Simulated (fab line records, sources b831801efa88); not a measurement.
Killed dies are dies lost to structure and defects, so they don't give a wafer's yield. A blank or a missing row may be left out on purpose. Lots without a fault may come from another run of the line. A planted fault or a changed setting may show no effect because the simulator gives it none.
Which tool did it? | flow gf180mcu | 6 lots, 18 wafers sampled, at 4 steps of a route of 602

WHAT THE GAUGES READ, wafer by wafer
GF_V5_THK_MEAS_01.
lot  | measured     | on            | V5_CVD_00_THK (nm)
L125 | day 26 11:05 | film_metro-04 | 298 299 298
L129 | day 28 00:30 | film_metro-04 | 302 303 302
L133 | day 29 08:05 | film_metro-01 | 240 238 242
L135 | day 29 17:31 | film_metro-01 | 241 246 246
L137 | day 30 08:26 | film_metro-02 | 243 245 247
L145 | day 32 13:37 | film_metro-01 | 303 306 303

WHICH TOOL RAN EACH LOT (tool, then ch and the chambers of the sampled wafers, then the start)
lot  | GF_MIM_SPUTTER_02            | GF_M5_ETCH_09                    | GF_V5_CVD_00
L125 | pvd_sputter-01, day 24 15:36 | rie_diel-04 ch 0,3, day 26 10:20 | hdpcvd-02 ch 1,2, day 26 11:02
L129 | pvd_sputter-01, day 26 06:56 | rie_diel-04 ch 0,2, day 27 23:44 | hdpcvd-01 ch 1,2, day 28 00:28
L133 | pvd_sputter-01, day 27 15:33 | rie_diel-01 ch 1,3, day 29 07:19 | hdpcvd-02 ch 1,2, day 29 08:02
L135 | pvd_sputter-04, day 28 02:29 | rie_diel-02 ch 0,1, day 29 16:38 | hdpcvd-02 ch 0,2, day 29 17:28
L137 | pvd_sputter-02, day 28 16:37 | rie_diel-04 ch 0,3, day 30 07:38 | hdpcvd-02 ch 0,1, day 30 08:22
L145 | pvd_sputter-04, day 31 01:16 | rie_diel-04 ch 0,3, day 32 12:50 | hdpcvd-01 ch 0,2, day 32 13:33
- GF_MIM_SPUTTER_02: material AlCu, target thk 450 nm, time 23.9 s.
- GF_M5_ETCH_09: etches Si3N4 in CF4/O2, target depth 52 nm, time 11.6 s.
- GF_V5_CVD_00: deposits SiO2, target thk 300 nm, time 50 s.

THE ANSWER, worked out from the rows above alone
Rule: what is usual is taken from the lots themselves. Put in order of their means at a reading, lots are off if they are a third of the lots or fewer, leave a main group of 4 or more, and stand apart from it by a gap of 3 or more times the standard deviation of the main group's means; of several such gaps the widest counts. A main group whose means are all the same, to the digits that the tables above print for the reading, isn't used. A lot without any number at a reading at which 4 lots or more have one is off too. The other lots that the step has rows for count as sound.
No lot is off at any reading shown: from this, nothing can be told.

WHAT THE SIMULATOR HAD PUT IN
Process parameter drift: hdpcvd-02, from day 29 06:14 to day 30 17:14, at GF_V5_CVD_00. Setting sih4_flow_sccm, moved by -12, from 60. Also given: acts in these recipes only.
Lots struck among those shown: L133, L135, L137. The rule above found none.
